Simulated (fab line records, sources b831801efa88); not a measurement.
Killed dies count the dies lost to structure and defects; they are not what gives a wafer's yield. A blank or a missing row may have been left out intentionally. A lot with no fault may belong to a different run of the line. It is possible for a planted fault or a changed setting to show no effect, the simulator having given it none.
fab line records + flow sky130
record:
- lots: 6
- wafers: 18
- lastDay: 50
route steps=708 shown LDD_P@263 LDD_HVN@267 LDD_HVP@278 PAD_OPEN@708
lots that met no fault: from a run of the same line without faults
startH: start of the lot's first displayed wafer, in hours after the record's first day + waitH: time in hours since the lot's previous step + " same as the row above + L1.1+2: one row covering several wafers at once + - no value, or no start was given + * or withheld: withheld + < > ~ a bound
route shown NAME@n: names a module that has steps shown in the file, with the first one's number in the route + usual: mean/standard deviation of fault-free wafers + same: alike in all rows + chamber/n: place in a boat + sites: each site's reading + _std_site: the standard deviation of these + _edge_site: inner sites' mean taken away from outer sites' mean + radiusMm: for every site, how far away it sits from the centre of the wafer + mask NAME#n: copy n + behind: the last tool/chamber to shape the wafer + hold: why the lot went on hold/how many hours it stayed there/how the hold came to an end + device: the n, p or np transistor that did not switch + end of line: tests of these same wafers at the route's end + a step with no rows: only its recipe + killed: dies lost to structure and defects at the first sort, not the wafer's yield + map: shows each die of a wafer: x if killed, . if not, _ if none is there
set.NAME: the setting as run; set.NAME@STEP: as run at that earlier step + model.NAME: the simulator's own value behind a step, which no gauge read
certain route steps with their lots: each step a table, each wafer a row
services: from which hour (startH, from the record's first day; less than 0 if before it) a tool's chamber was out of use, for how many hours, and why
== steps ==
step: SKY_LDD_P_OVL_MEAS_08
usual:
- LDD_P_OVL: 0.1/1.5
| lot.wafer | tool       | chamber | startH | waitH | LDD_P_OVL[nm] |
|-----------|------------|---------|--------|-------|---------------|
| L433.3    | overlay-02 | -       | 463.81 | 0.1   | 0.5           |
| L433.5    | "          | -       | "      | "     | -0.3          |
| L433.6    | "          | -       | "      | "     | -0.9          |
| L441.1    | overlay-01 | -       | 533.29 | 0.1   | 1.0           |
| L441.3    | "          | -       | "      | "     | 2.9           |
| L441.6    | "          | -       | "      | "     | 2.1           |
| L442.2    | overlay-01 | -       | 543.50 | 0.1   | 1.4           |
| L442.5    | "          | -       | "      | "     | 2.4           |
| L442.6    | "          | -       | "      | "     | 0.3           |
| L449.1    | overlay-01 | -       | 600.91 | 0.1   | -0.5          |
| L449.4    | "          | -       | "      | "     | -0.6          |
| L449.6    | "          | -       | "      | "     | -0.9          |
| L450.3    | overlay-01 | -       | 609.82 | 0.1   | 2.3           |
| L450.4    | "          | -       | "      | "     | 0.1           |
| L450.6    | "          | -       | "      | "     | 1.7           |
| L451.3    | overlay-01 | -       | 616.42 | 0.1   | 0.1           |
| L451.4    | "          | -       | "      | "     | -0.7          |
| L451.6    | "          | -       | "      | "     | -1.5          |
step: SKY_LDD_P_IMPLANT_09
recipe:
- species: BF2
- energyKev: 25
- doseCm2: 1e+13
- tiltDeg: withheld
step: SKY_LDD_P_STRIP_10
recipe:
- chemistry: O2/N2
- powerW: 1400
- pressureMtorr: 1500
- platenTempC: withheld
- o2FlowSccm: 3000
- n2FlowSccm: 300
- overashFraction: 0.5
usual:
- drypumpMotorCurrentA: 5.6/0.63
- oesProductAu: 0.716/0.0045
- stripTimeToEndpointS: 13.98/0.038
| lot.wafer | tool           | chamber | startH | waitH | drypumpMotorCurrentA | oesProductAu | rfHoursCounterH | stripTimeToEndpointS |
|-----------|----------------|---------|--------|-------|----------------------|--------------|-----------------|----------------------|
| L433.3    | plasmaAsher-04 | 0       | 464.02 | 0.1   | 5.0                  | 0.712        | -               | 13.96                |
| L433.5    | "              | 0       | "      | "     | 5.0                  | 0.717        | -               | 14.00                |
| L433.6    | "              | 1       | "      | "     | 5.4                  | 0.719        | -               | 13.97                |
| L441.1    | plasmaAsher-03 | 0       | 533.48 | 0.1   | 6.5                  | 0.714        | 73              | 13.98                |
| L441.3    | "              | 1       | "      | "     | 4.9                  | 0.708        | -               | 14.00                |
| L441.6    | "              | 0       | "      | "     | 6.4                  | 0.719        | -               | 14.01                |
| L442.2    | plasmaAsher-02 | 0       | 543.68 | 0.1   | 6.4                  | 0.710        | 83              | 13.98                |
| L442.5    | "              | 0       | "      | "     | 6.5                  | 0.719        | -               | 14.00                |
| L442.6    | "              | 1       | "      | "     | 5.5                  | 0.715        | -               | 13.95                |
| L449.1    | plasmaAsher-02 | 0       | 601.10 | 0.1   | 6.4                  | 0.720        | 89              | 13.94                |
| L449.4    | "              | 0       | "      | "     | 6.4                  | 0.719        | -               | 13.99                |
| L449.6    | "              | 0       | "      | "     | 6.4                  | 0.709        | -               | 13.97                |
| L450.3    | plasmaAsher-02 | 1       | 610.02 | 0.1   | 5.5                  | 0.717        | -               | 13.99                |
| L450.4    | "              | 0       | "      | "     | 6.4                  | 0.712        | -               | 13.96                |
| L450.6    | "              | 1       | "      | "     | 5.5                  | 0.719        | -               | 13.93                |
| L451.3    | plasmaAsher-02 | 0       | 616.62 | 0.1   | 6.4                  | 0.718        | -               | 13.91                |
| L451.4    | "              | 1       | "      | "     | 5.5                  | 0.712        | -               | 13.93                |
| L451.6    | "              | 1       | "      | "     | 5.5                  | 0.707        | -               | 13.93                |
step: SKY_LDD_P_TW_MEAS_11
usual:
- LDD_P_TW: 635.0/2.9
| lot.wafer | tool         | chamber | startH | waitH | LDD_P_TW |
|-----------|--------------|---------|--------|-------|----------|
| L433.3    | filmMetro-03 | -       | 464.10 | 0.1   | 635.3    |
| L433.5    | "            | -       | "      | "     | 637.7    |
| L433.6    | "            | -       | "      | "     | 638.0    |
| L441.1    | filmMetro-03 | -       | 533.58 | 0.1   | 636.1    |
| L441.3    | "            | -       | "      | "     | 633.4    |
| L441.6    | "            | -       | "      | "     | 634.5    |
| L442.2    | filmMetro-01 | -       | 543.79 | 0.1   | 640.3    |
| L442.5    | "            | -       | "      | "     | 639.3    |
| L442.6    | "            | -       | "      | "     | 637.6    |
| L449.1    | filmMetro-01 | -       | 601.20 | 0.1   | 632.6    |
| L449.4    | "            | -       | "      | "     | 636.2    |
| L449.6    | "            | -       | "      | "     | 633.8    |
| L450.3    | filmMetro-02 | -       | 610.11 | 0.1   | 629.9    |
| L450.4    | "            | -       | "      | "     | 631.8    |
| L450.6    | "            | -       | "      | "     | 633.7    |
| L451.3    | filmMetro-02 | -       | 616.71 | 0.1   | 633.6    |
| L451.4    | "            | -       | "      | "     | 633.8    |
| L451.6    | "            | -       | "      | "     | 631.6    |
step: SKY_LDD_HVN_DEHYDRATE_00
recipe:
- tempC: 200
- timeS: 60
step: SKY_LDD_HVN_HMDS_01
recipe:
- primeTimeS: 60
- primeTempC: 120
step: SKY_LDD_HVN_COAT_02
recipe:
- resist: NOVOLAK
- spinRpm: 3000
- resistThkNm: 300
step: SKY_LDD_HVN_SOFTBAKE_03
recipe:
- tempC: 90
- timeS: 60
- resist: NOVOLAK
step: SKY_LDD_HVN_EXPOSE_04
recipe:
- maskId: HVNTM
- na: 0.6
- sourceShape: conventional
- sigmaOuter: 0.6
- polarization: unpolarized
- targetCdNm: 700
- doseMj: 127
step: SKY_LDD_HVN_PEB_05
recipe:
- tempC: withheld
- timeS: *
- resist: NOVOLAK
step: SKY_LDD_HVN_DEVELOP_06
recipe:
- resist: NOVOLAK
- developer: TMAH
- developTimeS: 60
- devTempC: 23
step: SKY_LDD_HVN_OVL_MEAS_07
usual:
- LDD_HVN_OVL: 0.4/1.4
| lot.wafer | tool       | chamber | startH | waitH | LDD_HVN_OVL[nm] |
|-----------|------------|---------|--------|-------|-----------------|
| L433.3    | overlay-01 | -       | 495.19 | 0.1   | 0.8             |
| L433.5    | "          | -       | "      | "     | 0.2             |
| L433.6    | "          | -       | "      | "     | 2.8             |
| L441.1    | overlay-01 | -       | 563.07 | 0.1   | 0.3             |
| L441.3    | "          | -       | "      | "     | 0.8             |
| L441.6    | "          | -       | "      | "     | 0.5             |
| L442.2    | overlay-01 | -       | 573.67 | 0.1   | -1.9            |
| L442.5    | "          | -       | "      | "     | -1.4            |
| L442.6    | "          | -       | "      | "     | 1.2             |
| L449.1    | overlay-02 | -       | 630.16 | 0.1   | -1.6            |
| L449.4    | "          | -       | "      | "     | -0.8            |
| L449.6    | "          | -       | "      | "     | -1.0            |
| L450.3    | overlay-02 | -       | 638.98 | 0.1   | 1.4             |
| L450.4    | "          | -       | "      | "     | 0.4             |
| L450.6    | "          | -       | "      | "     | 1.3             |
| L451.3    | overlay-01 | -       | 645.14 | 0.1   | 1.1             |
| L451.4    | "          | -       | "      | "     | -1.5            |
| L451.6    | "          | -       | "      | "     | 2.0             |
step: SKY_LDD_HVN_IMPLANT_08
recipe:
- species: P
- energyKev: 60
- doseCm2: 3e+13
- tiltDeg: 40
usual:
- beamEnergyKeV: 60.002/0.022
| lot.wafer | tool         | chamber | startH | waitH | beamEnergyKeV | model.implant.rpNm | model.implant.drpNm |
|-----------|--------------|---------|--------|-------|---------------|--------------------|---------------------|
| L433.3    | implanter-04 | 0       | 495.26 | 0.1   | 60.025        | 55.78              | 28.15               |
| L433.5    | "            | 0       | "      | "     | 60.010        | 55.78              | 28.15               |
| L433.6    | "            | 0       | "      | "     | 60.026        | 55.78              | 28.15               |
| L441.1    | implanter-04 | 0       | 563.10 | 0.0   | 72.732        | 65.82              | 33.28               |
| L441.3    | "            | 0       | "      | "     | 72.747        | 65.82              | 33.28               |
| L441.6    | "            | 0       | "      | "     | 72.707        | 65.82              | 33.28               |
| L442.2    | implanter-04 | 0       | 573.73 | 0.0   | 72.756        | 67.68              | 33.28               |
| L442.5    | "            | 0       | "      | "     | 72.738        | 67.68              | 33.28               |
| L442.6    | "            | 0       | "      | "     | 72.773        | 67.68              | 33.28               |
| L449.1    | implanter-04 | 0       | 630.20 | 0.0   | 60.009        | 56.35              | 28.15               |
| L449.4    | "            | 0       | "      | "     | 59.984        | 56.35              | 28.15               |
| L449.6    | "            | 0       | "      | "     | 59.992        | 56.35              | 28.15               |
| L450.3    | implanter-03 | 0       | 639.05 | 0.1   | 60.005        | 57.64              | 28.15               |
| L450.4    | "            | 0       | "      | "     | 60.040        | 57.64              | 28.15               |
| L450.6    | "            | 0       | "      | "     | 60.039        | 57.64              | 28.15               |
| L451.3    | implanter-04 | 0       | 645.21 | 0.1   | 60.027        | 54.02              | 28.15               |
| L451.4    | "            | 0       | "      | "     | 60.021        | 54.02              | 28.15               |
| L451.6    | "            | 0       | "      | "     | 60.013        | 54.02              | 28.15               |
step: SKY_LDD_HVN_STRIP_09
recipe:
- chemistry: O2/N2
- powerW: 1400
- pressureMtorr: 1500
- platenTempC: withheld
- o2FlowSccm: 3000
- n2FlowSccm: 300
- overashFraction: 0.5
usual:
- drypumpMotorCurrentA: 5.4/0.59
- oesProductAu: 0.408/0.0046
- stripTimeToEndpointS: 4.135/0.015
| lot.wafer | tool           | chamber | startH | waitH | drypumpMotorCurrentA | oesProductAu | rfHoursCounterH | stripTimeToEndpointS |
|-----------|----------------|---------|--------|-------|----------------------|--------------|-----------------|----------------------|
| L433.3    | plasmaAsher-01 | 1       | 495.40 | 0.1   | 5.6                  | 0.402        | -               | 4.126                |
| L433.5    | "              | 0       | "      | "     | 4.9                  | 0.410        | -               | 4.125                |
| L433.6    | "              | 1       | "      | "     | 5.5                  | 0.412        | -               | 4.126                |
| L441.1    | plasmaAsher-03 | 1       | 563.25 | 0.1   | 4.9                  | 0.416        | 75              | 4.152                |
| L441.3    | "              | 0       | "      | "     | 6.5                  | 0.408        | -               | 4.141                |
| L441.6    | "              | 1       | "      | "     | 4.9                  | 0.409        | -               | 4.129                |
| L442.2    | plasmaAsher-03 | 1       | 573.85 | 0.1   | 4.9                  | 0.414        | 77              | 4.129                |
| L442.5    | "              | 1       | "      | "     | 4.9                  | 0.409        | -               | 4.128                |
| L442.6    | "              | 0       | "      | "     | 6.5                  | 0.407        | -               | 4.125                |
| L449.1    | plasmaAsher-03 | 1       | 630.35 | 0.1   | 4.9                  | 0.415        | 83              | 4.121                |
| L449.4    | "              | 0       | "      | "     | 6.5                  | 0.407        | -               | 4.145                |
| L449.6    | "              | 0       | "      | "     | 6.5                  | 0.412        | -               | 4.132                |
| L450.3    | plasmaAsher-01 | 1       | 639.18 | 0.1   | 5.5                  | 0.409        | -               | 4.125                |
| L450.4    | "              | 0       | "      | "     | 4.9                  | 0.404        | -               | 4.121                |
| L450.6    | "              | 1       | "      | "     | 5.6                  | 0.416        | -               | 4.139                |
| L451.3    | plasmaAsher-04 | 0       | 645.35 | 0.1   | 5.0                  | 0.411        | -               | 4.131                |
| L451.4    | "              | 1       | "      | "     | 5.5                  | 0.401        | -               | 4.148                |
| L451.6    | "              | 0       | "      | "     | 5.0                  | 0.404        | -               | 4.130                |
step: SKY_LDD_HVN_TW_MEAS_10
usual:
- LDD_HVN_TW: 1439/8.4
| lot.wafer | tool         | chamber | startH | waitH | LDD_HVN_TW |
|-----------|--------------|---------|--------|-------|------------|
| L433.3    | filmMetro-04 | -       | 495.48 | 0.1   | 1454       |
| L433.5    | "            | -       | "      | "     | 1447       |
| L433.6    | "            | -       | "      | "     | 1451       |
| L441.1    | filmMetro-02 | -       | 563.35 | 0.1   | 1510       |
| L441.3    | "            | -       | "      | "     | 1500       |
| L441.6    | "            | -       | "      | "     | 1509       |
| L442.2    | filmMetro-04 | -       | 573.96 | 0.1   | 1520       |
| L442.5    | "            | -       | "      | "     | 1509       |
| L442.6    | "            | -       | "      | "     | 1510       |
| L449.1    | filmMetro-02 | -       | 630.45 | 0.1   | 1443       |
| L449.4    | "            | -       | "      | "     | 1433       |
| L449.6    | "            | -       | "      | "     | 1437       |
| L450.3    | filmMetro-04 | -       | 639.27 | 0.1   | 1451       |
| L450.4    | "            | -       | "      | "     | 1441       |
| L450.6    | "            | -       | "      | "     | 1452       |
| L451.3    | filmMetro-02 | -       | 645.43 | 0.1   | 1433       |
| L451.4    | "            | -       | "      | "     | 1434       |
| L451.6    | "            | -       | "      | "     | 1434       |
step: SKY_LDD_HVP_DEHYDRATE_00
recipe:
- tempC: 200
- timeS: 60
step: SKY_PAD_OPEN_PROBE_99
usual:
- killed_at_M0_to_M3: 42/7.2
- killed_at_M4_up: 3.4/2.1
- killedAtContacts: 24/5.4
- killedAtFrontEnd: 15/4
- killedAtOther: 0.3/0.53
- killedDies: 85/8.8
- killedOnRim: 16/3.5
- killedOpen: 47/6.7
- killedShort: 38/6.5
same:
- grossDies: 492
- killedAtBackSide: 0
| lot.wafer | tool      | chamber | startH  | waitH | killed_at_M0_to_M3 | killed_at_M4_up | killedAtContacts | killedAtFrontEnd | killedAtOther | killedDies | killedOnRim | killedOpen | killedShort | model.etest.tip_n_5v.rsOhmSq | model.etest.nfetG5v0d10v5.rOnOhmUm | model.etest.nfetG5v0d10v5.driveUaUm | model.etest.nfetG5v0d10v5.vtSatV | model.etest.nfetG5v0d10v5.vtV |
|-----------|-----------|---------|---------|-------|--------------------|-----------------|------------------|------------------|---------------|------------|-------------|------------|-------------|------------------------------|------------------------------------|-------------------------------------|----------------------------------|-------------------------------|
| L433.3    | prober-01 | -       | 1099.93 | 0.2   | 32                 | 4               | 25               | 19               | 0             | 80         | 16          | 47         | 32          | 1414                         | 1910                               | 602.3                               | 0.7651                           | 0.8225                        |
| L433.5    | prober-01 | -       | 1100.03 | 0.2   | 39                 | 4               | 22               | 12               | 0             | 77         | 12          | 36         | 40          | 1405                         | 1882                               | 607.7                               | 0.7736                           | 0.8314                        |
| L433.6    | prober-01 | -       | 1100.08 | 0.2   | 43                 | 4               | 23               | 18               | 0             | 88         | 16          | 50         | 38          | 1404                         | 1887                               | 600.8                               | 0.7664                           | 0.8187                        |
| L441.1    | prober-01 | -       | 1142.95 | 0.1   | 48                 | 3               | 37               | 9                | 0             | 97         | 17          | 56         | 41          | 1308                         | 1845                               | 605.1                               | 0.7524                           | 0.8217                        |
| L441.3    | prober-01 | -       | 1143.05 | 0.2   | 43                 | 0               | 18               | 11               | 0             | 72         | 13          | 40         | 32          | 1306                         | 1893                               | 596.8                               | 0.757                            | 0.8287                        |
| L441.6    | prober-01 | -       | 1143.20 | 0.2   | 37                 | 5               | 33               | 13               | 0             | 88         | 22          | 51         | 37          | 1313                         | 1863                               | 604.1                               | 0.7594                           | 0.8254                        |
| L442.2    | prober-02 | -       | 1149.35 | 0.1   | 44                 | 1               | 29               | 20               | 0             | 94         | 21          | 47         | 47          | 1258                         | 1832                               | 623.3                               | 0.7166                           | 0.7938                        |
| L442.5    | prober-02 | -       | 1149.50 | 0.2   | 36                 | 1               | 35               | 14               | 0             | 86         | 14          | 49         | 37          | 1273                         | 1845                               | 615.7                               | 0.7215                           | 0.7965                        |
| L442.6    | prober-02 | -       | 1149.55 | 0.2   | 29                 | 4               | 18               | 17               | 0             | 68         | 14          | 38         | 29          | 1283                         | 1846                               | 622                                 | 0.7316                           | 0.8008                        |
| L449.1    | prober-02 | -       | 1181.75 | 0.1   | 40                 | 1               | 28               | 19               | 0             | 88         | 18          | 53         | 35          | 1378                         | 1884                               | 608.5                               | 0.7569                           | 0.8156                        |
| L449.4    | prober-02 | -       | 1181.90 | 0.2   | 33                 | 3               | 21               | 11               | 0             | 68         | 13          | 46         | 21          | 1353                         | 1868                               | 610.8                               | 0.7635                           | 0.8191                        |
| L449.6    | prober-02 | -       | 1182.00 | 0.2   | 45                 | 4               | 25               | 17               | 0             | 91         | 15          | 46         | 45          | 1373                         | 1877                               | 599                                 | 0.7741                           | 0.8336                        |
| L450.3    | prober-01 | -       | 1187.95 | 0.2   | 50                 | 2               | 22               | 17               | 0             | 91         | 18          | 48         | 43          | 1380                         | 1880                               | 617.1                               | 0.7585                           | 0.8173                        |
| L450.4    | prober-01 | -       | 1188.00 | 0.2   | 56                 | 3               | 17               | 12               | 0             | 88         | 14          | 43         | 45          | 1364                         | 1894                               | 604.1                               | 0.7673                           | 0.824                         |
| L450.6    | prober-01 | -       | 1188.10 | 0.2   | 31                 | 3               | 19               | 23               | 0             | 76         | 16          | 47         | 29          | 1368                         | 1876                               | 611.5                               | 0.7664                           | 0.8195                        |
| L451.3    | prober-02 | -       | 1193.14 | 0.2   | 52                 | 4               | 27               | 13               | 0             | 96         | 23          | 51         | 45          | 1391                         | 1894                               | 619.5                               | 0.7465                           | 0.8021                        |
| L451.4    | prober-02 | -       | 1193.19 | 0.2   | 46                 | 3               | 32               | 11               | 1             | 93         | 18          | 49         | 44          | 1398                         | 1890                               | 615.3                               | 0.7583                           | 0.8161                        |
| L451.6    | prober-02 | -       | 1193.29 | 0.2   | 47                 | 6               | 22               | 14               | 1             | 90         | 21          | 51         | 39          | 1388                         | 1905                               | 611.1                               | 0.7492                           | 0.8076                        |
killed by level:class
L433.3 CONTACT:geometricParticle:open=11 LI_CONTACT:geometricParticle:open=8 METAL2:geometricParticle:short=8 VIA1:geometricParticle:open=6 VIA3:geometricParticle:open=6 VIA2:geometricParticle:open=5 FIELD_ISO:geometricParticle:open=3 FIELD_ISO:geometricParticle:short=3
L433.5 CONTACT:geometricParticle:open=9 VIA2:geometricParticle:open=9 VIA1:geometricParticle:open=8 CONTACT:geometricParticle:short=7 METAL1:geometricParticle:short=5 VIA1:geometricParticle:short=5 POLY_GATE:geometricParticle:short=4 METAL4:geometricParticle:short=4
L433.6 VIA2:geometricParticle:open=10 CONTACT:geometricParticle:open=10 VIA1:geometricParticle:open=8 VIA3:geometricParticle:open=6 METAL2:geometricParticle:short=6 FIELD_ISO:geometricParticle:open=4 FIELD_ISO:geometricParticle:short=4 LI_CONTACT:geometricParticle:open=4
L441.1 VIA1:geometricParticle:open=14 CONTACT:geometricParticle:open=11 LI_CONTACT:geometricParticle:open=10 VIA2:geometricParticle:open=8 CONTACT:geometricParticle:short=7 METAL2:geometricParticle:short=7 VIA3:geometricParticle:open=6 LOCAL_INTERCONNECT:geometricParticle:short=5
L441.3 VIA1:geometricParticle:open=9 CONTACT:geometricParticle:open=8 METAL2:geometricParticle:short=7 LI_CONTACT:geometricParticle:open=6 METAL1:geometricParticle:short=5 VIA3:geometricParticle:short=5 VIA1:geometricParticle:short=4 FIELD_ISO:geometricParticle:open=3
L441.6 LI_CONTACT:geometricParticle:open=12 VIA1:geometricParticle:open=12 CONTACT:geometricParticle:open=9 METAL1:geometricParticle:short=6 CONTACT:geometricParticle:short=5 FIELD_ISO:geometricParticle:open=4 LOCAL_INTERCONNECT:geometricParticle:short=4 METAL2:geometricParticle:short=4
L442.2 METAL1:geometricParticle:short=14 CONTACT:geometricParticle:open=13 VIA1:geometricParticle:open=10 LI_CONTACT:geometricParticle:open=6 FIELD_ISO:geometricParticle:short=4 FIELD_ISO:geometricParticle:open=4 POLY_GATE:geometricParticle:short=4 LI_CONTACT:geometricParticle:short=4
L442.5 LI_CONTACT:geometricParticle:open=12 CONTACT:geometricParticle:open=10 VIA1:geometricParticle:open=9 VIA3:geometricParticle:open=6 FIELD_ISO:geometricParticle:short=5 CONTACT:geometricParticle:short=5 POLY_GATE:geometricParticle:short=4 LOCAL_INTERCONNECT:geometricParticle:short=4
L442.6 VIA1:geometricParticle:open=9 LI_CONTACT:geometricParticle:open=6 CONTACT:geometricParticle:open=5 VIA2:geometricParticle:open=5 FIELD_ISO:geometricParticle:short=4 POLY_GATE:geometricParticle:open=4 LI_CONTACT:geometricParticle:short=4 METAL4:geometricParticle:short=4
L449.1 VIA1:geometricParticle:open=12 CONTACT:geometricParticle:open=10 FIELD_ISO:geometricParticle:open=8 LI_CONTACT:geometricParticle:open=6 METAL2:geometricParticle:short=5 VIA1:geometricParticle:short=5 VIA2:geometricParticle:open=5 LI_CONTACT:geometricParticle:short=4
L449.4 VIA1:geometricParticle:open=14 POLY_GATE:geometricParticle:open=7 VIA3:geometricParticle:open=7 CONTACT:geometricParticle:short=6 LI_CONTACT:geometricParticle:open=5 CONTACT:geometricParticle:open=5 LOCAL_INTERCONNECT:geometricParticle:short=3 METAL2:geometricParticle:short=3
L449.6 LI_CONTACT:geometricParticle:open=9 VIA2:geometricParticle:open=9 VIA1:geometricParticle:open=8 VIA1:geometricParticle:short=7 FIELD_ISO:geometricParticle:short=5 LOCAL_INTERCONNECT:geometricParticle:short=4 CONTACT:geometricParticle:open=4 CONTACT:geometricParticle:short=4
L450.3 VIA1:geometricParticle:open=11 METAL2:geometricParticle:short=9 LI_CONTACT:geometricParticle:open=8 VIA2:geometricParticle:open=7 CONTACT:geometricParticle:short=6 VIA3:geometricParticle:open=6 FIELD_ISO:geometricParticle:open=5 FIELD_ISO:geometricParticle:short=4
L450.4 VIA1:geometricParticle:open=12 METAL2:geometricParticle:short=8 CONTACT:geometricParticle:open=7 VIA3:geometricParticle:open=6 METAL3:geometricParticle:short=5 METAL1:geometricParticle:short=5 VIA3:geometricParticle:short=5 VIA2:geometricParticle:short=4
L450.6 VIA1:geometricParticle:open=10 CONTACT:geometricParticle:open=6 FIELD_ISO:geometricParticle:open=5 LI_CONTACT:geometricParticle:open=5 VIA3:geometricParticle:open=4 POLY_GATE:geometricParticle:open=4 SPACER:geometricParticle:open=4 LOCAL_INTERCONNECT:geometricParticle:short=4
L451.3 VIA1:geometricParticle:open=12 CONTACT:geometricParticle:open=11 METAL2:geometricParticle:short=8 LI_CONTACT:geometricParticle:open=8 FIELD_ISO:geometricParticle:short=5 POLY_GATE:geometricParticle:open=5 CONTACT:geometricParticle:short=5 VIA1:geometricParticle:short=5
L451.4 LI_CONTACT:geometricParticle:open=10 CONTACT:geometricParticle:open=10 METAL1:geometricParticle:short=8 METAL2:geometricParticle:short=7 VIA2:geometricParticle:open=7 VIA1:geometricParticle:open=6 VIA2:geometricParticle:short=6 CONTACT:geometricParticle:short=5
L451.6 VIA1:geometricParticle:open=16 VIA3:geometricParticle:open=9 LI_CONTACT:geometricParticle:open=8 POLY_GATE:geometricParticle:short=6 CONTACT:geometricParticle:open=6 VIA2:geometricParticle:open=5 METAL2:geometricParticle:short=5 LI_CONTACT:geometricParticle:short=4
== services ==
| tool           | chamber | startH | hours | kind   |
|----------------|---------|--------|-------|--------|
| plasmaAsher-01 | -       | 456.35 | 8.5   | repair |
| plasmaAsher-03 | -       | 463.66 | 2.7   | repair |
| plasmaAsher-04 | -       | 470.73 | 14.6  | pm     |
| plasmaAsher-02 | -       | 472.21 | 9.0   | repair |
| implanter-03   | -       | 487.83 | 4.0   | repair |
| plasmaAsher-03 | -       | 489.27 | 2.8   | pm     |
| plasmaAsher-01 | -       | 517.19 | 3.9   | repair |
| plasmaAsher-01 | -       | 561.18 | 22.9  | pm     |
| plasmaAsher-04 | -       | 611.55 | 4.1   | repair |
| implanter-03   | -       | 616.89 | 2.8   | repair |
| implanter-03   | -       | 630.31 | 3.2   | repair |
| plasmaAsher-02 | -       | 642.09 | 20.1  | pm     |
== key ==
firstSign:
- step: SKY_LDD_HVN_IMPLANT_08
- reading: beamEnergyKeV
- direction: up
- sigmas: 99+
- usual: *
- struck: *
effect:
- step: SKY_LDD_HVN_TW_MEAS_10
- reading: LDD_HVN_TW
- direction: up
- sigmas: 8.4
- usual: 1439
- struck: 1510
modelEffect:
- step: SKY_LDD_HVN_IMPLANT_08
- value: implant.rpNm
- without: 54.79
- struck: 66.75
modelEffect:
- step: SKY_PAD_OPEN_PROBE_99
- value: etest.tip_n_5v.rsOhmSq
- without: 1402
- struck: 1290
metAt SKY_LDD_HVN_IMPLANT_08
struckWafers L441.1,L441.3,L441.6,L442.2,L442.5,L442.6
testerLeftOut L441,L442
onsetBetween 495.26 563.10
fault:
- kind: processParameterDrift
- tool: implanter-04
- chamber: -
- onsetH: 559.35
- steps: SKY_LDD_HVN_IMPLANT_08
- channel: energyKev
- offset: *
- shape: step
- endH: 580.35
- actsIn: *
- stated: *
testerLeftOut: of these lots the tester's yield and bins aren't shown, on N5 and GAA mostly nor the transistor test; their killed dies are dies lost to structure and defects alone, not to doping, threshold or leakage, so they don't give the yield
